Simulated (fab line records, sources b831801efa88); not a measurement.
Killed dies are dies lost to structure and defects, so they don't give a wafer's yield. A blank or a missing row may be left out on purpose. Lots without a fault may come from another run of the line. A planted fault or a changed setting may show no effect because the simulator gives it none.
Which tool did it? | flow gf180mcu | 14 lots, 42 wafers sampled, at 2 steps of a route of 602

WHAT THE GAUGES READ, wafer by wafer
GF_M5_CD_MEAS_07: target cd 280 nm.
lot  | measured     | on        | cd_nm (nm)
L264 | day 26 03:37 | cd_sem-01 | 282.6 281.8 282.4
L267 | day 27 03:04 | cd_sem-01 | 281.1 280.5 281.2
L268 | day 27 21:45 | cd_sem-02 | 281.7 281.8 281.3
L269 | day 28 10:26 | cd_sem-02 | 280.2 280.2 280.1
L271 | day 28 15:32 | cd_sem-02 | 281.2 280.5 279.8
L272 | day 29 00:03 | cd_sem-01 | 280.1 280.2 278.5
L274 | day 29 13:03 | cd_sem-01 | 279.1 279.6 279.4
L275 | day 29 20:23 | cd_sem-01 | 279.0 279.4 280.0
L276 | day 30 03:42 | cd_sem-02 | 279.5 277.9 279.5
L283 | day 31 21:29 | cd_sem-02 | 280.9 281.8 281.9
L284 | day 32 03:19 | cd_sem-01 | 282.2 281.3 281.8
L285 | day 32 07:45 | cd_sem-02 | 281.3 282.0 281.8
L286 | day 32 14:22 | cd_sem-01 | 279.5 278.3 279.4
L287 | day 32 19:43 | cd_sem-02 | 281.3 280.4 281.5

GF_V5_BOW_MEAS_05.
lot  | measured     | on            | V5_BOW (um)
L264 | day 26 05:02 | film_metro-03 | 132 113 140
L267 | day 27 04:31 | film_metro-03 | 124 120 122
L268 | day 27 23:10 | film_metro-03 | 145 153 144
L269 | day 28 11:53 | film_metro-01 | 138 138 139
L271 | day 28 16:57 | film_metro-03 | 141 136 135
L272 | day 29 01:36 | film_metro-02 | 136 137 131
L274 | day 29 14:36 | film_metro-02 | 120 133 131
L275 | day 29 21:49 | film_metro-01 | 133 142 139
L276 | day 30 05:24 | film_metro-02 | 134 143 143
L283 | day 31 22:56 | film_metro-01 | 143 137 136
L284 | day 32 04:44 | film_metro-01 | 129 131 127
L285 | day 32 09:10 | film_metro-01 | 136 137 141
L286 | day 32 15:47 | film_metro-03 | 137 139 138
L287 | day 32 21:20 | film_metro-02 | 125 130 131

WHICH TOOL RAN EACH LOT (tool, then ch and the chambers of the sampled wafers, then the start)
The record holds no process step before these readings.

WHAT THE TOOLS THEMSELVES READ (means of the sampled wafers that have a number; where no wafer has one, the mark that the record gives instead)
The record holds no such reading with a usual standard deviation.

THE ANSWER, worked out from the rows above alone
Rule: what is usual is taken from the lots themselves. Put in order of their means at a reading, lots are off if they are a third of the lots or fewer, leave a main group of 4 or more, and stand apart from it by a gap of 3 or more times the standard deviation of the main group's means; of several such gaps the widest counts. A main group whose means are all the same, to the digits that the tables above print for the reading, isn't used. A lot without any number at a reading at which 4 lots or more have one is off too. The other lots that the step has rows for count as sound. The gauges are gone through in route order, then the tools' own readings, and for those a lot's mean is taken as printed above. The first step at which some lot is off is used, and at that step the reading that is off furthest; a lot without a number counts as furthest.
No lot is off at any reading shown: from this, nothing can be told.

WHAT THE SIMULATOR HAD PUT IN
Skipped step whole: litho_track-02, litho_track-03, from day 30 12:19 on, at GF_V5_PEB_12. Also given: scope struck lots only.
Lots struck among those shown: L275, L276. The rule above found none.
